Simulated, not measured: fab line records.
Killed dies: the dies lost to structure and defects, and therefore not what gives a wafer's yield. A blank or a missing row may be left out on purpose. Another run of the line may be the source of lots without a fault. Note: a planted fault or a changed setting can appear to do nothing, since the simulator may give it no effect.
fab line records	flow sky130
record lots=6	wafers=16	last_day=50
route steps=708 shown METAL3@569 VIA3@573 PAD_OPEN@708
lots untouched by any fault: they come from a run of this same line in which no faults occurred
start_h: hours from the record's opening day to when the first of the lot's shown wafers began	wait_h: hours since the lot's step before	" the same as in the row above	L1.1+2: a row that stands for several wafers	- no value present, or no start provided	* or withheld: withheld	< > ~ a bound
route shown NAME@n: a module of which the file shows steps, and the number in the route of the first	usual: mean/standard deviation taken from wafers without a fault	same: alike in all rows	chamber/n: place in a boat	sites: the reading at each site	_std_site: their standard deviation	_edge_site: mean of outer sites minus mean of inner sites	radius_mm: for every site, how far away it sits from the centre of the wafer	mask NAME#n: copy n	behind: the last tool/chamber to shape the wafer	hold: why the lot went on hold/how many hours it stayed there/how the hold came to an end	device: names the non-switching transistor (n, p or np)	end of line: the tests these same wafers got at the end of their route	a step given without rows: its recipe and nothing more	killed: the dies lost at the first sort to structure and to defects; this is not the yield of the wafer	map: dies across one wafer; x = killed, . = not, _ = none there
set.NAME: the setting that was run; set.NAME@STEP: the one run at that earlier step	model.NAME: the simulator's own value behind a step, which no gauge read
certain route steps with their lots: each step a table, each wafer a row
services: when a tool's chamber went out of use (start_h, in hours from the record's first day, below 0 if earlier), for how many hours, and the reason
## steps
# step SKY_METAL3_STRIP_19
# recipe chemistry=O2/N2	power_w=1400	pressure_mtorr=1500	platen_temp_c=withheld	o2_flow_sccm=3000	n2_flow_sccm=300	overash_fraction=0.5
# usual drypump_motor_current_A=5.9/0.45	o2_flow_sccm=2999/8.4	oes_product_au=0.501/0.0053	strip_time_to_endpoint_s=6.51/0.058
lot.wafer	tool	chamber	start_h	wait_h	drypump_motor_current_A	o2_flow_sccm	oes_product_au	rf_hours_counter_h	strip_time_to_endpoint_s
L829.1	plasma_asher-02	0	943.94	0.2	5.9	3003	0.503	113	6.44
L829.2	"	1	"	"	6.2	2998	0.501	113	6.41
L829.6	"	0	"	"	5.9	2985	0.499	-	6.49
L837.3	plasma_asher-03	1	1003.61	0.1	6.6	2999	0.507	-	6.57
L837.6	"	1	"	"	6.6	2998	0.503	-	6.49
L836.4	plasma_asher-02	0	1005.38	0.1	5.9	2993	0.499	-	6.54
L836.6	"	1	"	"	6.2	3005	0.502	-	6.50
L843.1	plasma_asher-03	1	1040.56	0.1	6.7	3000	0.506	62	6.51
L843.4	"	0	"	"	6.1	3002	0.491	-	6.42
L843.6	"	1	"	"	6.7	2986	0.499	-	6.41
L844.2	plasma_asher-04	1	1046.13	0.1	5.5	2995	0.500	30	6.49
L844.4	"	0	"	"	5.3	2998	0.503	-	6.45
L844.6	"	1	"	"	5.5	2992	0.490	-	6.46
L845.1	plasma_asher-04	0	1055.91	0.3	5.3	2985	0.504	31	6.49
L845.4	"	0	"	"	5.3	2996	0.514	-	6.51
L845.6	"	0	"	"	5.3	2985	0.500	-	6.48
# step SKY_METAL3_STRIP_20
# recipe chemistry=post_etch_residue_remover	time_s=1200	temp_c=72.5
# step SKY_METAL3_CLEAN_21
# recipe chemistry=IPA	time_s=180	temp_c=25
# step SKY_METAL3_CLEAN_22
# recipe chemistry=O3/DIW	dry=n2_spin
# step SKY_VIA3_HDPCVD_00
# recipe material=SiO2	target_thk_nm=1635	sigma_open_frac=0.3	time_s=272.5	temp_c=400	sih4_flow_sccm=60	pressure_mtorr=6
# step SKY_VIA3_THK_MEAS_01
# recipe reads=SiO2_of_VIA3_HDPCVD_00
# usual VIA3_HDPCVD_THK=1636/17
lot.wafer	tool	chamber	start_h	wait_h	VIA3_HDPCVD_THK[nm]
L829.1	film_metro-02	-	944.73	0.1	1659
L829.2	"	-	"	"	1637
L829.6	"	-	"	"	1654
L837.3	film_metro-03	-	1004.45	0.1	1627
L837.6	"	-	"	"	1619
L836.4	film_metro-02	-	1006.13	0.0	1650
L836.6	"	-	"	"	1632
L843.1	film_metro-03	-	1041.38	0.1	1595
L843.4	"	-	"	"	1609
L843.6	"	-	"	"	1624
L844.2	film_metro-04	-	1047.39	0.1	1634
L844.4	"	-	"	"	1634
L844.6	"	-	"	"	1623
L845.1	film_metro-02	-	1057.13	0.1	1645
L845.4	"	-	"	"	1654
L845.6	"	-	"	"	1628
# step SKY_VIA3_CMP_02
# recipe material=SiO2	down_force_psi=4	platen_rpm=60	pad_velocity_m_s=0.94248
# usual motor_current_A=12.1/1.5	retaining_ring_pressure_frac=1.000/0.0052	slurry_filter_dp_kPa=13.51/0.14
lot.wafer	tool	chamber	start_h	wait_h	motor_current_A	retaining_ring_pressure_frac	slurry_filter_dp_kPa
L829.2	cmp-02	0	944.84	0.1	14.2	0.996	13.51
L829.1	"	2	"	"	11.5	1.012	13.67
L829.6	"	0	"	"	14.7	0.995	13.46
L837.3	cmp-01	2	1004.54	0.1	11.3	1.004	13.50
L837.6	"	2	"	"	11.2	1.004	13.50
L836.4	cmp-02	1	1006.26	0.1	11.1	1.010	13.66
L836.6	"	0	"	"	14.2	1.003	13.43
L843.4	cmp-01	3	1041.44	0.0	11.5	0.997	13.66
L843.1	"	2	"	"	10.9	1.001	13.54
L843.6	"	0	"	"	9.3	0.996	13.58
L844.4	cmp-01	3	1047.49	0.1	10.4	0.998	13.59
L844.2	"	0	"	"	9.3	1.005	13.28
L844.6	"	2	"	"	11.2	1.001	13.43
L845.1	cmp-02	1	1057.19	0.1	11.6	1.007	13.26
L845.4	"	0	"	"	14.7	1.000	13.46
L845.6	"	2	"	"	12.2	0.996	13.34
# step SKY_VIA3_BOW_MEAS_03
# recipe mode=bow
# usual VIA3_BOW=78/7.9
lot.wafer	tool	chamber	start_h	wait_h	VIA3_BOW[um]
L829.1	film_metro-02	-	945.09	0.1	79
L829.2	"	-	"	"	65
L829.6	"	-	"	"	69
L837.3	film_metro-03	-	1004.83	0.2	65
L837.6	"	-	"	"	77
L836.4	film_metro-04	-	1006.52	0.2	84
L836.6	"	-	"	"	72
L843.1	film_metro-04	-	1041.74	0.1	66
L843.4	"	-	"	"	82
L843.6	"	-	"	"	74
L844.2	film_metro-03	-	1047.76	0.2	82
L844.4	"	-	"	"	89
L844.6	"	-	"	"	77
L845.1	film_metro-03	-	1057.49	0.2	83
L845.4	"	-	"	"	92
L845.6	"	-	"	"	82
# step SKY_VIA3_DEHYDRATE_04
# recipe temp_c=200	time_s=60
# step SKY_VIA3_HMDS_05
# recipe prime_time_s=60	prime_temp_c=120
# step SKY_VIA3_COAT_06
# recipe resist=BARC	temp_c=withheld	time_s=withheld	spin_rpm=3000	resist_thk_nm=60
# step SKY_VIA3_COAT_07
# recipe resist=KrF-thick	spin_rpm=3000	resist_thk_nm=450
# step SKY_VIA3_SOFTBAKE_08
# recipe temp_c=100	time_s=90	resist=KrF-thick
# usual heater_power_total_W=57.36/0.12	run_length_s=119.10/0.2
lot.wafer	tool	chamber	start_h	wait_h	heater_power_total_W	run_length_s
L829.1	litho_track-01	0	957	-	57.22	119.15
L829.2	"	0	"	"	57.42	119.13
L829.6	"	0	"	"	57.35	119.18
L837.3	litho_track-01	0	1015	-	60.33	106.80
L837.6	"	0	"	"	60.35	106.54
L836.4	litho_track-01	0	1017	-	57.41	119.14
L836.6	"	0	"	"	60.48	106.69
L843.1	litho_track-03	0	1053	-	57.30	118.78
L843.4	"	0	"	"	57.32	118.75
L843.6	"	0	"	"	57.57	118.90
L844.2	litho_track-02	0	1058	-	57.13	119.19
L844.4	"	0	"	"	57.37	119.22
L844.6	"	0	"	"	57.55	119.07
L845.1	litho_track-03	0	1068	-	57.37	118.84
L845.4	"	0	"	"	57.56	118.71
L845.6	"	0	"	"	57.52	118.70
# step SKY_VIA3_EXPOSE_09
# recipe mask_id=VIM3	na=0.8	source_shape=annular	sigma_inner=0.55	sigma_outer=0.85	target_cd_nm=200	dose_mj=38
# step SKY_PAD_OPEN_PROBE_99
# usual defect_limited_yield=82.2/1.9	killed_at_M0_to_M3=45/7.3	killed_at_M4_up=3.1/1.7	killed_at_contacts=25/5.1	killed_at_front_end=15/4.5	killed_at_other=0.3/0.56	killed_dies=88/9.4	killed_open=47/6.6	killed_short=40/6.9	sort_bin_3_pad_short=0.9/0.46	sort_bin_5_function=10.5/1.5	sort_bin_6_memory=6.4/1.1	sort_n_pass=404/9.4	sort_yield_pct=82.2/1.9
# same gross_dies=492	killed_at_back_side=0	sort_bin_4_leakage[%]=0	sort_bin_8_speed[%]=0
lot.wafer	tool	chamber	start_h	wait_h	defect_limited_yield[%]	killed_at_M0_to_M3	killed_at_M4_up	killed_at_contacts	killed_at_front_end	killed_at_other	killed_dies	killed_open	killed_short	sort_bin_3_pad_short[%]	sort_bin_5_function[%]	sort_bin_6_memory[%]	sort_n_pass	sort_yield_pct[%]
L829.1	prober-02	-	1109.71	0.1	80.1	38	3	36	21	0	98	51	47	2.0	11.2	6.7	394	80.1
L829.2	prober-02	-	1109.76	0.1	79.7	47	7	30	16	0	100	58	42	0.4	12.6	7.3	392	79.7
L829.6	prober-02	-	1109.96	0.2	82.7	42	5	23	14	1	85	47	38	0.2	11.2	5.9	407	82.7
L837.3	prober-02	-	1157.67	0.2	86.2	37	2	17	11	1	68	35	33	0.8	7.7	5.3	424	86.2
L837.6	prober-02	-	1157.82	0.2	80.5	56	3	28	9	0	96	54	42	1.0	12.6	5.9	396	80.5
L836.4	prober-01	-	1158.00	0.2	81.9	47	2	23	17	0	89	57	32	0.4	12.0	5.7	403	81.9
L836.6	prober-01	-	1158.10	0.2	83.7	43	0	25	12	0	80	43	37	0.6	9.3	6.3	412	83.7
L843.1	prober-01	-	1187.10	0.1	82.9	43	0	24	16	1	84	50	34	0.4	11.4	5.3	408	82.9
L843.4	prober-01	-	1187.25	0.2	82.9	48	3	24	8	1	84	36	47	0.8	10.0	6.3	408	82.9
L843.6	prober-01	-	1187.35	0.2	83.3	44	4	22	12	0	82	40	42	0.8	9.6	6.3	410	83.3
L844.2	prober-02	-	1189.85	0.1	80.9	45	4	28	17	0	94	59	35	1.2	11.8	6.1	398	80.9
L844.4	prober-02	-	1189.95	0.2	81.5	41	3	28	19	0	91	45	46	1.2	11.2	6.1	401	81.5
L844.6	prober-02	-	1190.05	0.2	79.7	47	3	29	21	0	100	59	41	0.4	11.0	8.9	392	79.7
L845.1	prober-01	-	1196.66	0.1	83.3	42	3	25	11	1	82	42	40	0.8	9.3	6.5	410	83.3
L845.4	prober-01	-	1196.81	0.2	83.7	40	2	25	13	0	80	45	34	1.0	9.6	5.7	412	83.7
L845.6	prober-01	-	1196.91	0.2	81.9	46	3	26	12	2	89	41	47	0.6	11.4	6.1	403	81.9
# killed by level:class
L829.1 CONTACT:geometric_particle:open=11 LI_CONTACT:geometric_particle:open=10 CONTACT:geometric_particle:short=10 VIA1:geometric_particle:open=10 METAL2:geometric_particle:short=7 FIELD_ISO:geometric_particle:open=5 METAL1:geometric_particle:short=5 FIELD_ISO:geometric_particle:short=4
L829.2 CONTACT:geometric_particle:open=12 VIA1:geometric_particle:open=11 LI_CONTACT:geometric_particle:open=9 VIA1:geometric_particle:short=8 VIA3:geometric_particle:open=8 POLY_GATE:geometric_particle:short=5 CONTACT:geometric_particle:short=5 VIA2:geometric_particle:open=4
L829.6 LI_CONTACT:geometric_particle:open=10 VIA1:geometric_particle:open=7 VIA2:geometric_particle:open=5 CONTACT:geometric_particle:open=5 METAL2:geometric_particle:short=5 FIELD_ISO:geometric_particle:open=4 VIA1:geometric_particle:short=4 METAL2:geometric_particle:open=4
L837.3 VIA1:geometric_particle:open=7 LI_CONTACT:geometric_particle:open=6 CONTACT:geometric_particle:open=5 METAL1:geometric_particle:short=5 VIA2:geometric_particle:open=5 VIA1:geometric_particle:short=4 METAL2:geometric_particle:short=4 METAL3:geometric_particle:short=4
L837.6 CONTACT:geometric_particle:open=15 VIA1:geometric_particle:open=10 VIA2:geometric_particle:open=10 VIA3:geometric_particle:open=8 METAL2:geometric_particle:short=8 METAL1:geometric_particle:short=7 VIA1:geometric_particle:short=5 METAL3:geometric_particle:short=5
L836.4 VIA1:geometric_particle:open=11 CONTACT:geometric_particle:open=10 VIA3:geometric_particle:open=10 VIA1:geometric_particle:short=6 VIA2:geometric_particle:open=6 LI_CONTACT:geometric_particle:open=5 FIELD_ISO:geometric_particle:short=4 LI_CONTACT:geometric_particle:short=4
L836.6 VIA1:geometric_particle:open=10 CONTACT:geometric_particle:open=9 VIA2:geometric_particle:open=7 METAL1:geometric_particle:short=7 VIA1:geometric_particle:short=6 FIELD_ISO:geometric_particle:open=5 LOCAL_INTERCONNECT:geometric_particle:short=5 LI_CONTACT:geometric_particle:open=4
L843.1 CONTACT:geometric_particle:open=12 POLY_GATE:geometric_particle:open=10 VIA1:geometric_particle:open=8 METAL1:geometric_particle:short=7 VIA3:geometric_particle:open=7 LI_CONTACT:geometric_particle:open=5 METAL3:geometric_particle:short=5 VIA2:geometric_particle:short=4
L843.4 VIA1:geometric_particle:open=11 CONTACT:geometric_particle:open=8 VIA2:geometric_particle:open=7 METAL1:geometric_particle:short=6 METAL3:geometric_particle:short=6 LI_CONTACT:geometric_particle:open=5 CONTACT:geometric_particle:short=5 METAL2:geometric_particle:short=5
L843.6 VIA1:geometric_particle:open=10 CONTACT:geometric_particle:open=8 VIA3:geometric_particle:open=8 VIA1:geometric_particle:short=6 CONTACT:geometric_particle:short=6 METAL3:geometric_particle:short=6 METAL2:geometric_particle:short=5 FIELD_ISO:geometric_particle:short=4
L844.2 VIA2:geometric_particle:open=14 CONTACT:geometric_particle:open=11 VIA1:geometric_particle:open=11 FIELD_ISO:geometric_particle:open=6 CONTACT:geometric_particle:short=6 LI_CONTACT:geometric_particle:open=6 VIA1:geometric_particle:short=6 FIELD_ISO:geometric_particle:short=5
L844.4 CONTACT:geometric_particle:open=11 FIELD_ISO:geometric_particle:short=6 METAL1:geometric_particle:short=6 LOCAL_INTERCONNECT:geometric_particle:short=6 VIA1:geometric_particle:open=6 POLY_GATE:geometric_particle:short=5 CONTACT:geometric_particle:short=5 VIA2:geometric_particle:open=5
L844.6 CONTACT:geometric_particle:open=10 VIA1:geometric_particle:open=10 VIA2:geometric_particle:open=10 VIA3:geometric_particle:open=8 FIELD_ISO:geometric_particle:open=7 FIELD_ISO:geometric_particle:short=7 LI_CONTACT:geometric_particle:open=7 CONTACT:geometric_particle:short=6
L845.1 LI_CONTACT:geometric_particle:open=10 VIA1:geometric_particle:open=9 METAL1:geometric_particle:short=8 CONTACT:geometric_particle:open=7 VIA2:geometric_particle:short=5 CONTACT:geometric_particle:short=4 VIA1:geometric_particle:short=3 VIA3:geometric_particle:open=3
L845.4 CONTACT:geometric_particle:open=12 VIA2:geometric_particle:open=9 LI_CONTACT:geometric_particle:open=9 METAL2:geometric_particle:short=6 POLY_GATE:geometric_particle:open=4 POLY_GATE:geometric_particle:short=4 VIA1:geometric_particle:short=4 METAL1:geometric_particle:short=4
L845.6 VIA1:geometric_particle:open=12 CONTACT:geometric_particle:open=11 METAL2:geometric_particle:short=9 METAL1:geometric_particle:short=5 VIA3:geometric_particle:open=5 FIELD_ISO:geometric_particle:short=4 LI_CONTACT:geometric_particle:open=4 LOCAL_INTERCONNECT:geometric_particle:short=4
## services
tool	chamber	start_h	hours	kind
cmp-01	-	923.43	2.0	repair
litho_track-01	-	925.11	-	consumable_replace:filter
cmp-01	-	925.44	12.0	pm
cmp-02	-	942.89	0.4	repair
cmp-01	-	957.73	1.6	repair
cmp-01	-	959.40	9.4	pm
cmp-01	-	991.48	0.4	repair
litho_track-02	-	1003.61	-	consumable_replace:filter
plasma_asher-02	-	1051.81	13.1	repair
cmp-02	-	1054.28	2.1	repair
plasma_asher-02	-	1061.67	2.9	repair
plasma_asher-02	-	1064.91	9.0	pm
plasma_asher-02	0	1064.91	9.0	vent_cycle
plasma_asher-02	1	1064.91	9.0	vent_cycle
## key
first_sign step=SKY_VIA3_SOFTBAKE_08	reading=run_length_s	direction=down	sigmas=63	usual=*	struck=*
effect step=SKY_VIA3_SOFTBAKE_08	reading=heater_power_total_W	direction=up	sigmas=24	usual=*	struck=*
met_at SKY_VIA3_SOFTBAKE_08
struck_wafers L836.6,L837.3,L837.6
onset_between 957 1015
fault kind=process_parameter_drift	tool=litho_track-01	chamber=-	onset_h=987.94	steps=SKY_VIA3_SOFTBAKE_08	channel=time_s	offset=*	shape=step	end_h=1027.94	scope=struck_wafers_only	acts_in=*	stated=*
